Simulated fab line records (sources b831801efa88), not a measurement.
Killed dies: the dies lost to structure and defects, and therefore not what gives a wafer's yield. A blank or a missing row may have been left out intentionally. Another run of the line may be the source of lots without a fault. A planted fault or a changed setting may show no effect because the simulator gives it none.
2 desks, one fault || flow sky130 || every desk sees just its own numbers, and what lay behind them comes last

== THE TOOL OWNER'S DESK: rie-diel-02 ==
The tool's own readings at SKY_LI_CONTACT_ETCH_14 (etches BARC in N2/H2, stops on SiO2, time 45.9 s, target depth 60 nm): means of the sampled wafers that have a number, for each lot that ran on this tool. Marked OUT: a lot whose mean sits more than 4 standard deviations from the usual mean, which makes it out of limits; the brackets give that distance.
Columns: A = chamber-pressure-mTorr at SKY_LI_CONTACT_ETCH_14, usual 30.001 mTorr; B = drypump-motor-current-A at SKY_LI_CONTACT_ETCH_14, usual 5.8 A; C = oes-product-au at SKY_LI_CONTACT_ETCH_14, usual 0.855 a.u.; D = throttle-valve-pct at SKY_LI_CONTACT_ETCH_14, usual 13.225 %
{"lot": "L222", "first seen here": "day 31 00:11", "A": 29.988, "B": 5.5, "C": 0.853, "D": 13.220}
{"lot": "L228", "first seen here": "day 33 12:12", "A": 30.007, "B": 5.8, "C": 0.842, "D": 13.227}
{"lot": "L238", "first seen here": "day 36 00:40", "A": 29.996, "B": 5.8, "C": 0.855, "D": 13.224}
Result from this desk: across the 3 lots, nothing is out of limits.

== METROLOGY DESK ==
Means of the sampled wafers that have a number, per lot and without regard to the tool the lot ran on: this is what the gauges read. Marked OUT: a lot whose mean sits more than 4 standard deviations from the usual mean, which makes it out of limits; the brackets give that distance.
Columns: A = NWELL_RS at SKY_NWELL_RS_MEAS_29, usual 625.3 ohm/sq; B = cd-nm at SKY_METAL3_CD_MEAS_13, usual 300.2 nm
{"lot": "L217", "first seen here": "day 5 15:42", "A": 625.2, "B": 300.4}
{"lot": "L218", "first seen here": "day 5 18:26", "A": 624.9, "B": 299.2}
{"lot": "L219", "first seen here": "day 5 18:50", "A": 624.6, "B": 299.0}
{"lot": "L220", "first seen here": "day 5 21:20", "A": 625.9, "B": 297.1}
{"lot": "L221", "first seen here": "day 6 01:46", "A": 623.7, "B": 300.5}
{"lot": "L222", "first seen here": "day 6 12:43", "A": 627.6, "B": 300.1}
{"lot": "L224", "first seen here": "day 7 00:58", "A": 624.6, "B": 298.1}
{"lot": "L228", "first seen here": "day 8 14:55", "A": 625.1, "B": 301.0}
{"lot": "L236", "first seen here": "day 10 05:46", "A": 625.1, "B": 300.3}
{"lot": "L238", "first seen here": "day 10 12:20", "A": 623.6, "B": 300.2}
{"lot": "L239", "first seen here": "day 10 20:19", "A": 621.3, "B": 300.8}
{"lot": "L240", "first seen here": "day 11 04:23", "A": 625.0, "B": 302.4}
Result from this desk: across the 12 lots, nothing is out of limits.

== TAKEN TOGETHER ==
The tool owner's desk saw nothing out of limits.
Metrology desk: nothing out of limits seen.

== WHAT WAS PUT IN BY THE SIMULATOR ==
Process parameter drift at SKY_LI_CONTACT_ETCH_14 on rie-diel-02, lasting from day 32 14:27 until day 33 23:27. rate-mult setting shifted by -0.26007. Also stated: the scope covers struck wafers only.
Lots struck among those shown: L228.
